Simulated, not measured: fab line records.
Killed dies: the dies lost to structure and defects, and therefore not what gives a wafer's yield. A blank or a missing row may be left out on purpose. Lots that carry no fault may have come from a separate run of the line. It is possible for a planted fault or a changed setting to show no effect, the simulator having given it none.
2 desks, one fault / flow sky130 / numbers are kept per desk, each desk with only its own; the story behind them comes last

FROM THE METROLOGY DESK
What the gauges read, lot by lot, whatever tool the lot ran on: means of the sampled wafers that have a number. A lot is out of limits, marked OUT, if its mean lies more than 4 standard deviations from the usual mean; the brackets give that distance. Only the readings that lie furthest out on some lot appear, 7 of the 11 it has.
Columns: A = cdNm at SKY_SONOS_TUNNEL_CD_MEAS_07, usual 409.9 nm; B = SONOS_TUNNEL_OVL at SKY_SONOS_TUNNEL_OVL_MEAS_08, usual -0.5 nm; C = SONOS_ONO_OXIDATION_THK at SKY_SONOS_ONO_THK_MEAS_01, usual 2.59 nm; D = SONOS_ONO_CVD_02_THK at SKY_SONOS_ONO_THK_MEAS_03, usual 10.52 nm; E = SONOS_ONO_CVD_04_THK at SKY_SONOS_ONO_THK_MEAS_05, usual 5.73 nm; F = GATE_OXIDE_OXIDATION_00_THK at SKY_GATE_OXIDE_THK_MEAS_02, usual 10.27 nm; G = GATE_OXIDE_OVL at SKY_GATE_OXIDE_OVL_MEAS_10, usual 1.2 nm
lot=L749; first seen here=day 11 06:58; A=412.2; B=1.8; C=2.47; D=10.83; E=5.63; F=10.40; G=3.1
lot=L764; first seen here=day 17 02:31; A=408.7; B=-0.7; C=2.65; D=10.63; E=5.59; F=10.55; G=-0.3
lot=L768; first seen here=day 17 22:20; A=412.5; B=0.6; C=2.61; D=10.56; E=5.93; F=10.28; G=1.7
lot=L771; first seen here=day 18 17:43; A=410.0; B=-2.3; C=2.67; D=10.47; E=6.01; F=10.24; G=2.1
lot=L770; first seen here=day 18 18:55; A=413.3; B=0.4; C=2.58; D=10.53; E=5.77; F=9.90; G=0.5
This desk's verdict: no lot among the 5 shows anything out of limits.

THE TOOL OWNER'S DESK: lpcvd-03
The tool's own readings at SKY_SONOS_ONO_CVD_04 (deposits SiO2 from SiH4/N2O, target thk 5.7199 nm): means of the sampled wafers that have a number, for each lot that ran on this tool. A lot is out of limits, marked OUT, if its mean lies more than 4 standard deviations from the usual mean; the brackets give that distance.
Columns: A = spikeTcBottomC at SKY_SONOS_ONO_CVD_04, usual 916.4 C
lot=L749; first seen here=day 11 12:15; A=915.5
lot=L764; first seen here=day 17 06:10; A=916.3
lot=L768; first seen here=day 18 04:14; A=917.0
lot=L771; first seen here=day 18 22:38; A=916.5
lot=L770; first seen here=day 18 23:53; A=916.6
This desk's verdict: no lot among the 5 shows anything out of limits.

BROUGHT TOGETHER
The metrology desk saw nothing out of limits.
The desk of the tool owner found nothing out of limits.

WHAT WAS PUT IN BY THE SIMULATOR
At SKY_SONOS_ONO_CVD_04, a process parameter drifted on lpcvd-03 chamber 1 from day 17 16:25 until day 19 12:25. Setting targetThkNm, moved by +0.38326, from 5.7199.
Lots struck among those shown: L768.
